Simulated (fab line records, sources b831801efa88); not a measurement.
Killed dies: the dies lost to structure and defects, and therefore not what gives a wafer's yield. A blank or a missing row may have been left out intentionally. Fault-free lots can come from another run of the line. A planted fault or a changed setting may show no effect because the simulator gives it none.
Comparing a struck lot with a sound one || flow sky130 || 22 steps out of a route of 708
Sound: wafers L691.1, L691.5, L691.6. Wafers L699.1, L699.3, L699.6 were the ones struck. The cause is named last.
At each step with rows: each side's tool, then ch and its chambers, then its first start. Under that, the readings that differ: sound wafers || struck wafers || difference of the means || sigmas: that difference in standard deviations of wafers without a fault.
alike: a reading whose means differ by less than 2 such deviations, as well as words and numbers matching on both sides. not compared: withheld readings; readings where some wafer has no value; bounds like >300 that might hide an equal value; numbers whose values overlap and for which the record gives no deviation.
The two part at a step that has a row with sigmas, a row that says differs or no value, or rows on one side only. Numbers that don't overlap but have no deviation are shown without sigmas and don't part them. A reading missing from all wafers of one side parts the sides only when that side holds two or more wafers.

first, 4 steps without rows for these wafers: SKY_NWELL_SOFTBAKE_06; SKY_NWELL_EXPOSE_07 (exposes mask NWM, target cd 840 nm); SKY_NWELL_PEB_08; SKY_NWELL_DEVELOP_09 (develop time 60 s).
SKY_NWELL_OVL_MEAS_10:
  sound on overlay-01, day 6 00:27; struck on overlay-01, day 7 22:21
  alike: NWELL_00_OVL
then, 3 steps without rows for these wafers: SKY_NWELL_IMPLANT_11; SKY_NWELL_IMPLANT_12; SKY_NWELL_IMPLANT_13.
SKY_NWELL_STRIP_14: strips in O2/N2.
  sound on plasma-asher-03 ch 0,1, day 6 00:56; struck on plasma-asher-03 ch 0,1, day 7 22:50
  alike: drypump-motor-current-A, oes-product-au, strip-time-to-endpoint-s
  not compared: rf-hours-counter-h
SKY_NWELL_TW_MEAS_15:
  sound on film-metro-03, day 6 01:02; struck on film-metro-02, day 7 22:56
{"reading": "NWELL_TW", "sound": "1772 1785 1784", "struck": "1819 1825 1819", "difference": "+41", "sigmas": "+2"}
then, 2 steps without rows for these wafers: SKY_NWELL_DEHYDRATE_16 (time 60 s); SKY_NWELL_HMDS_17 (prime time 60 s).
SKY_NWELL_COAT_18: resist thk 3000 nm.
  sound on litho-track-04 ch 0, day 6 09:24; struck on litho-track-01 ch 0, day 8 08:45
{"reading": "model.coat_of_NWELL_COAT_18.thk-nm (nm)", "sound": "3004 3003 2997", "struck": "2463 2460 2462", "difference": -540, "sigmas": ""}
  alike: resist-line-temp-C
then, 3 steps without rows for these wafers: SKY_NWELL_SOFTBAKE_19; SKY_NWELL_EXPOSE_20 (exposes mask NWM COMPLEMENT, target cd 840 nm); SKY_NWELL_PEB_21.
SKY_NWELL_DEVELOP_22: develop time 60 s.
  sound: litho-track-02 ch 0; struck: litho-track-01 ch 0
{"reading": "model.coat_of_NWELL_COAT_18.thk-nm (nm)", "sound": "3000 2999 2993", "struck": "2459 2456 2458", "difference": -540, "sigmas": ""}
  alike: resist-line-temp-C
SKY_NWELL_OVL_MEAS_23:
  sound on overlay-01, day 6 20:02; struck on overlay-01, day 8 19:33
  alike: NWELL_01_OVL
after that, 1 step had no rows for these wafers: SKY_NWELL_IMPLANT_24.
SKY_NWELL_STRIP_25: strips in O2/N2.
  sound on plasma-asher-04 ch 0,1, day 6 20:13; struck on plasma-asher-04 ch 0,1, day 8 19:44
{"reading": "strip-time-to-endpoint-s (s)", "sound": "36.98 36.95 36.88", "struck": "30.74 30.69 30.72", "difference": -6.22, "sigmas": -62}
  alike: drypump-motor-current-A, oes-product-au
  not compared: rf-hours-counter-h
SKY_NWELL_TW_MEAS_26:
  sound on film-metro-03, day 6 20:19; struck on film-metro-04, day 8 19:50
{"reading": "NWELL_2_TW", "sound": "486 488 485", "struck": "498 499 499", "difference": "+12", "sigmas": "+2"}
-- the record jumps here: 40 days lie between the struck wafers' starts before and after (it left off in module NWELL and takes up again in module PAD_OPEN, whose first step shown is number 708 of the route) --
SKY_PAD_OPEN_PROBE_99:
  sound on prober-01, day 47 07:14; struck on prober-02, day 49 04:16
{"reading": "model.etest.res-iso-pwell.width-nm (nm)", "sound": "2642 2659 2664", "struck": "2688 2696 2698", "difference": "+39", "sigmas": ""}
{"reading": "model.etest.res-nwell.width-nm (nm)", "sound": "831.8 830.8 829.6", "struck": "813.4 812.4 807.7", "difference": -19.6, "sigmas": ""}
  alike: killed_at_M0_to_M3, killed_at_M4_up, killed-at-contacts, killed-at-front-end, killed-at-other, killed-dies, killed-open, killed-short

WHERE THEY PART
First at SKY_NWELL_TW_MEAS_15; last, within this record, at SKY_NWELL_TW_MEAS_26. Later steps at which nothing parts them and some readings are alike: SKY_PAD_OPEN_PROBE_99.

WHY: the cause the simulator had injected
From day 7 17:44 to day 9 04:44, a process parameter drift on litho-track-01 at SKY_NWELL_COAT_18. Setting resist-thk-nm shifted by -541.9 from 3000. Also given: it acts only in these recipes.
